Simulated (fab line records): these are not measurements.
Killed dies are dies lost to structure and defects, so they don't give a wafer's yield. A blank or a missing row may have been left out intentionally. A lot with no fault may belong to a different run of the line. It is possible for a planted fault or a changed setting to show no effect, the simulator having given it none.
A lot that was struck, set against a sound lot	flow gf180mcu	21 out of 602 route steps
Sound: wafers L746.1, L746.2, L746.6. The struck wafers were L758.1, L758.4, L758.6. The cause comes at the end.
Each step with rows lists, per side, the tool, then ch with its chambers, then its first start. Under that, the readings that differ: sound wafers	struck wafers	difference of the means	sigmas: that difference in standard deviations of wafers without a fault.
alike: same words and numbers on both sides, and readings whose means sit less than 2 such deviations apart. not compared: any withheld reading, any reading some wafer has no value for, any bound like >300 that may hide the same value, and any number with overlapping values for which the record gives no deviation.
Wherever a step has rows on one side only, a row that says differs or no value, or a row with sigmas, the two part there. Non-overlapping numbers with no deviation appear without sigmas and do not part them. Lack of a reading on every wafer of one side parts them only where that side has two or more wafers.

GF_MIM_SPUTTER_02: material AlCu, target thk 450 nm, time 23.9 s.
  struck on pvd_sputter-02, day 29 20:26; sound on pvd_sputter-02, day 26 09:52
  alike: throttle_valve_pct
then, 1 step without rows for these wafers: GF_MIM_SPUTTER_03 (material Ti, target thk 10 nm, time 6.7 s).
GF_MIM_SPUTTER_04: material TiN, target thk 50 nm, time 41.7 s.
  struck on pvd_sputter-02, day 29 20:29; sound on pvd_sputter-02, day 26 09:55
  alike: throttle_valve_pct
GF_MIM_CVD_05: deposits Si3N4, target thk 42 nm, time 29.086 s.
  sound on pecvd-02 ch 1,2, day 26 09:58; struck on pecvd-02 ch 0,1,2, day 29 20:32
  alike: heater_power_w, rf_fwd_power_W, temp_max_c
GF_MIM_THK_MEAS_06:
  struck on film_metro-02, day 29 20:34; sound on film_metro-02, day 26 09:59
  alike: MIM_CVD_05_THK
then, 1 step without rows for these wafers: GF_MIM_SPUTTER_07 (material TiN, target thk 60 nm, time 50 s).
GF_MIM_SPUTTER_08: material AlCu, target thk 200 nm, time 10.6 s.
  struck on pvd_sputter-01, day 29 20:40; sound on pvd_sputter-04, day 26 10:05
  alike: throttle_valve_pct
GF_MIM_SPUTTER_09: material TiN, target thk 35 nm, time 29.2 s.
  struck on pvd_sputter-01, day 29 20:41; sound on pvd_sputter-04, day 26 10:07
  alike: throttle_valve_pct
GF_MIM_RS_MEAS_10: measures by four-point-probe.
  struck on film_metro-02, day 29 20:44; sound on film_metro-03, day 26 10:09
  alike: MIM_ALCU_RS
GF_MIM_THK_MEAS_11: measures by xrf.
  struck on film_metro-02, day 29 20:51; sound on film_metro-03, day 26 10:16
  alike: MIM_ALCU_THK
then, 2 steps without rows for these wafers: GF_MIM_DEHYDRATE_12 (time 60 s); GF_MIM_HMDS_13 (prime time 60 s).
GF_MIM_COAT_14: resist thk 1000 nm.
  sound on litho_track-04 ch 0, day 26 20:16; struck on litho_track-02 ch 0, day 30 05:16
reading	sound	struck	difference	sigmas
spin_speed_rpm (rpm)	3001.6 3005.1 3001.0	3065.0 3065.0 3062.5	+61.6	+28
model.NOVOLAK_of_MIM_COAT_14.thk_nm (nm)	997.1 1001 1004	994.3 993.4 992.7	-7.2	
  alike: resist_line_temp_C
then, 4 steps without rows for these wafers: GF_MIM_SOFTBAKE_15 (time 60 s); GF_MIM_EXPOSE_16 (exposes mask FuseTop, target cd 2000 nm); GF_MIM_PEB_17; GF_MIM_DEVELOP_18 (develop time 60 s).
GF_MIM_METAL_ETCH_19: etches the open film in Cl2/BCl3, stops on Si3N4, target depth 324.5 nm, time 54.1 s.
  sound on rie_metal-01 ch 0,1, day 27 06:34; struck on rie_metal-03 ch 0,1, day 30 14:04
reading	sound	struck	difference	sigmas
drypump_motor_current_A (A)	5.8 5.8 5.8	5.9 6.7 6.7	+0.6	+2
model.NOVOLAK_of_MIM_COAT_14.thk_nm (nm)	869.1 869 871.9	862.5 858.1 858.4	-10.3	
  alike: he_backside_leak_sccm, oes_product_au, rf_fwd_power_W, throttle_valve_pct
  not compared: rf_hours_counter_h
GF_MIM_STRIP_20: strips in O2/N2.
  sound on plasma_asher-02 ch 0,1, day 27 06:38; struck on plasma_asher-04 ch 0,1, day 30 14:08
reading	sound	struck	difference	sigmas
drypump_motor_current_A (A)	6.6 6.3 6.6	5.5 5.5 5.6	-1.0	-2
strip_time_to_endpoint_s (s)	11.22 11.22 11.23	11.11 11.08 11.09	-0.13	-3
  alike: heater_power_w, oes_product_au
  not compared: rf_hours_counter_h
then, 1 step without rows for these wafers: GF_MIM_STRIP_21 (strips in post etch residue remover, time 1200 s).
-- the record jumps here: 3 days lie between the struck wafers' starts before and after (it left off in module MIM and takes up again in module PASSIVATION, whose first step shown is number 602 of the route) --
GF_PASSIVATION_PROBE_99:
  the record has rows for the struck wafers here (prober-02, day 33 16:24) and none for the sound ones

== WHERE THEY PART ==
Last at GF_PASSIVATION_PROBE_99 as far as this record goes, first at GF_MIM_COAT_14.

WHY: whatever the simulator had introduced
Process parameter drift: litho_track-02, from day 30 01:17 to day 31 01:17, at GF_MIM_COAT_14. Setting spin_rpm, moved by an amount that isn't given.
